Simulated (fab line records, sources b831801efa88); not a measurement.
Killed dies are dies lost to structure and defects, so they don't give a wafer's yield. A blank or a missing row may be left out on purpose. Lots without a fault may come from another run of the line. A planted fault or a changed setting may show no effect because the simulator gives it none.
A struck lot beside a sound one | flow sky130 | 16 steps out of a route of 708
Sound: wafers L659.2, L659.3, L659.6. Struck: wafer L673.3. (L673.2, L673.5 of the same lot were not struck and are left out.) The cause comes at the end.
At each step with rows: each side's tool, then ch and its chambers, then its first start. Under that, the readings that differ: sound wafers | struck wafers | difference of the means | sigmas: that difference in standard deviations of wafers without a fault.
alike: readings whose means differ by less than 2 such deviations, and words and numbers that are the same on both sides. not compared: withheld readings, readings that some wafer has no value for, bounds like >300 that may hide the same value, and numbers for which the record gives no deviation and whose values overlap.
The two part at a step that has a row with sigmas, a row that says differs or no value, or rows on one side only. Numbers that don't overlap but have no deviation are shown without sigmas and don't part them. A reading that every wafer of one side lacks parts them only if that side has two wafers or more.

first, 8 steps without rows for these wafers: SKY_METAL2_DEHYDRATE_07 (time 60 s); SKY_METAL2_HMDS_08 (prime time 60 s); SKY_METAL2_COAT_09 (resist thk 60 nm); SKY_METAL2_COAT_10 (resist thk 450 nm); SKY_METAL2_SOFTBAKE_11 (time 90 s); SKY_METAL2_EXPOSE_12 (exposes mask MM2, target cd 140 nm); SKY_METAL2_PEB_13; SKY_METAL2_DEVELOP_14 (develop time 60 s).
SKY_METAL2_CD_MEAS_15: target cd 140 nm.
  sound on cd_sem-02, day 37 09:32; struck on cd_sem-02, day 41 13:22
  alike: cd_nm
SKY_METAL2_OVL_MEAS_16:
  sound on overlay-01, day 37 09:39; struck on overlay-01, day 41 13:28
  alike: METAL2_OVL
SKY_METAL2_DESCUM_17: chemistry O2, time 8 s.
  sound on rie_metal-04 ch 1, day 37 09:41; struck on rie_metal-04 ch 1, day 41 13:30
  alike: drypump_motor_current_A, oes_product_au
  not compared: rf_hours_counter_h
SKY_METAL2_ETCH_18: etches BARC in N2/H2, stops on SiO2, time 45.9 s, target depth 60 nm.
  sound on rie_metal-04 ch 1, day 37 09:46; struck on rie_metal-04 ch 1, day 41 13:32
  alike: drypump_motor_current_A, oes_product_au, throttle_valve_pct
  not compared: rf_hours_counter_h
SKY_METAL2_METAL_ETCH_19: etches the open film in Cl2/BCl3, stops on SiO2, target depth 360 nm, time 78 s.
  sound on rie_metal-04 ch 1, day 37 09:54; struck on rie_metal-04 ch 1, day 41 13:36
  reading                                       | sound             | struck  | difference | sigmas
  oes_product_au (a.u.)                         | 0.873 0.864 0.863 | 0.738   | -0.129     | -11
  over_etch_frac                                | 0.3 0.3 0.3       | 0.63525 | +0.33525   |
  model.KrF-thick_of_METAL2_COAT_10.thk_nm (nm) | 161 159.2 162.1   | 97.33   | -63.44     |
  model.METAL2.cd_nm (nm)                       | 141 143.1 143     | 135.1   | -7.3       |
  model.SiO2_of_VIA1_HDPCVD_00.thk_nm (nm)      | 330.4 330.2 330.1 | 327.4   | -2.8       |
  alike: drypump_motor_current_A, mfc_cl2_sccm, throttle_valve_pct
  not compared: rf_hours_counter_h
SKY_METAL2_STRIP_20: strips in O2/N2.
  sound on plasma_asher-03 ch 0,1, day 37 10:03; struck on plasma_asher-04 ch 1, day 41 13:41
  reading                      | sound             | struck | difference | sigmas
  oes_product_au (a.u.)        | 0.341 0.342 0.343 | 0.315  | -0.027     | -6
  strip_time_to_endpoint_s (s) | 2.71 2.70 2.73    | 2.03   | -0.68      | -20
  alike: drypump_motor_current_A
  not compared: rf_hours_counter_h
then, 1 step without rows for these wafers: SKY_METAL2_STRIP_21 (strips in post etch residue remover, time 1200 s).
-- the record jumps here: 9 days lie between the struck wafers' starts before and after (it left off in module METAL2 and takes up again in module PAD_OPEN, whose first step shown is number 708 of the route) --
SKY_PAD_OPEN_PROBE_99:
  sound on prober-02, day 47 13:07; struck on prober-02, day 50 14:44
  reading                        | sound           | struck | difference | sigmas
  killed_at_M4_up                | 4 3 2           | 7      | +4         | +2
  model.etest.met2.width_nm (nm) | 138.6 141 141.8 | 136.1  | -4.4       |
  alike: defect_limited_yield, killed_at_M0_to_M3, killed_at_contacts, killed_at_front_end, killed_at_other, killed_dies, killed_open, killed_short, sort_bin_3_pad_short, sort_bin_5_function, sort_bin_6_memory, sort_n_pass, sort_yield_pct
  not compared: model.etest.met2.line_ohm_um

WHERE THEY PART
First at SKY_METAL2_METAL_ETCH_19; last, within this record, at SKY_PAD_OPEN_PROBE_99.

WHY: what the simulator had put in
Process parameter drift: rie_metal-04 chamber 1, from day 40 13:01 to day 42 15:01, at SKY_METAL2_METAL_ETCH_19. Setting over_etch_frac, moved by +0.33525, from 0.3. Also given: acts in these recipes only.
